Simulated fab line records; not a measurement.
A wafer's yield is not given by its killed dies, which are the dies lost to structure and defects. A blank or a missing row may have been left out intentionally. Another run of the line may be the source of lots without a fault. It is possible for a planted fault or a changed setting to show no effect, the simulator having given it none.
Struck lot and sound lot, side by side :: flow gf180mcu :: 16 out of 602 route steps
Sound: wafers L670.1, L670.3, L670.5. Wafers struck: L668.4, L668.5, L668.6. At the end, the cause is stated.
For every step that has rows: the tool of each side, followed by ch and its chambers, followed by its first start. Under that, the readings that differ: sound wafers :: struck wafers :: difference of the means :: sigmas: that difference in standard deviations of wafers without a fault.
alike: readings whose means differ by less than 2 such deviations, and words and numbers that are the same on both sides. not compared: withheld readings, readings that some wafer has no value for, bounds like >300 that may hide the same value, and numbers for which the record gives no deviation and whose values overlap.
Wherever a step has rows on one side only, a row that says differs or no value, or a row with sigmas, the two part there. Numbers that don't overlap but have no deviation are shown without sigmas and don't part them. A reading missing from all wafers of one side parts the sides only when that side holds two or more wafers.

first, 3 steps without rows for these wafers: GF_M5_EXPOSE_04 (exposes mask Metal5, target cd 280 nm); GF_M5_PEB_05 (peb time 90 s); GF_M5_DEVELOP_06 (develop time 60 s).
GF_M5_CD_MEAS_07: the cd target is 280 nm.
  sound on cd-sem-02 at day 32 18:34; struck on cd-sem-01 at day 32 11:11
  alike: cd-nm
GF_M5_OVL_MEAS_08:
  sound on overlay-01 at day 32 18:41; struck on overlay-02 at day 32 11:16
  alike: M5_OVL
GF_M5_ETCH_09: etches Si3N4 in CF4/O2, target depth 52 nm, time 11.6 s.
  sound on rie-diel-02 ch 1,2, day 32 18:43; struck on rie-diel-04 ch 0,2,3, day 32 11:17
  alike: drypump-motor-current-A, oes-product-au, throttle-valve-pct
  not compared: rf-hours-counter-h
GF_M5_METAL_ETCH_10: etches the open film in Cl2/BCl3, stops on SiO2, target depth 627.5 nm, time 104.6 s.
  sound on rie-metal-03 ch 0,1, day 32 18:44; struck on rie-metal-04 ch 1, day 32 11:25
reading: oes-product-au (a.u.)
sound: 0.963 0.973 0.963
struck: 0.984 0.979 0.982
difference: +0.015
sigmas: +2
  alike: bcl3-flow-sccm, drypump-motor-current-A, throttle-valve-pct
  not compared: rf-hours-counter-h
GF_M5_STRIP_11: strips in O2/N2.
  sound on plasma-asher-01 ch 1, day 32 18:51; struck on plasma-asher-01 ch 0,1, day 32 11:34
  alike: drypump-motor-current-A, heater-power-w, oes-product-au, strip-time-to-endpoint-s
  not compared: rf-hours-counter-h
then, 3 steps without rows for these wafers: GF_M5_STRIP_12 (strips in post etch residue remover, time 1200 s); GF_M5_CLEAN_13 (cleans in DIW); GF_V5_CVD_00 (deposits SiO2, target thk 300 nm, time 50 s).
GF_V5_THK_MEAS_01:
  sound on film-metro-03 at day 32 19:26; struck on film-metro-04 at day 32 12:08
  alike: V5_CVD_00_THK
GF_V5_CVD_02: deposits SiO2 from TEOS, target thk 1450 nm, time 163.28 s.
  sound on pecvd-02 ch 1,2, day 32 19:29; struck on pecvd-01 ch 0,1,2, day 32 12:14
reading: rf-fwd-power-W (W)
sound: 597.2 596.7 598.0
struck: 357.3 361.4 357.0
difference: -238.7
sigmas: -99 or more

reading: model.SiO2_of_V5_CVD_02.thk-nm (nm)
sound: 1450 1434 1469
struck: 1212 1229 1276
difference: -212
sigmas: 
  alike: heater-power-w
GF_V5_THK_MEAS_03:
  sound on film-metro-01 at day 32 19:35; struck on film-metro-01 at day 32 12:19
reading: V5_CVD_02_THK (nm)
sound: 1451 1434 1470
struck: 1211 1230 1277
difference: -212
sigmas: -10
GF_V5_CMP_04: polishes SiO2.
  sound on cmp-02 ch 0,1,2, day 32 19:43; struck on cmp-02 ch 1,2,3, day 32 12:26
  alike: motor-current-A, retaining-ring-pressure-frac, slurry-filter-dp-kPa
following that, these wafers have no rows for 1 step: GF_PASSIVATION_PROBE_99.

== WHERE THEY PART ==
Last at GF_V5_THK_MEAS_03 as far as this record goes, first at GF_M5_METAL_ETCH_10. Later steps at which nothing parts them and some readings are alike: GF_V5_CMP_04.

WHY: the cause the simulator had injected
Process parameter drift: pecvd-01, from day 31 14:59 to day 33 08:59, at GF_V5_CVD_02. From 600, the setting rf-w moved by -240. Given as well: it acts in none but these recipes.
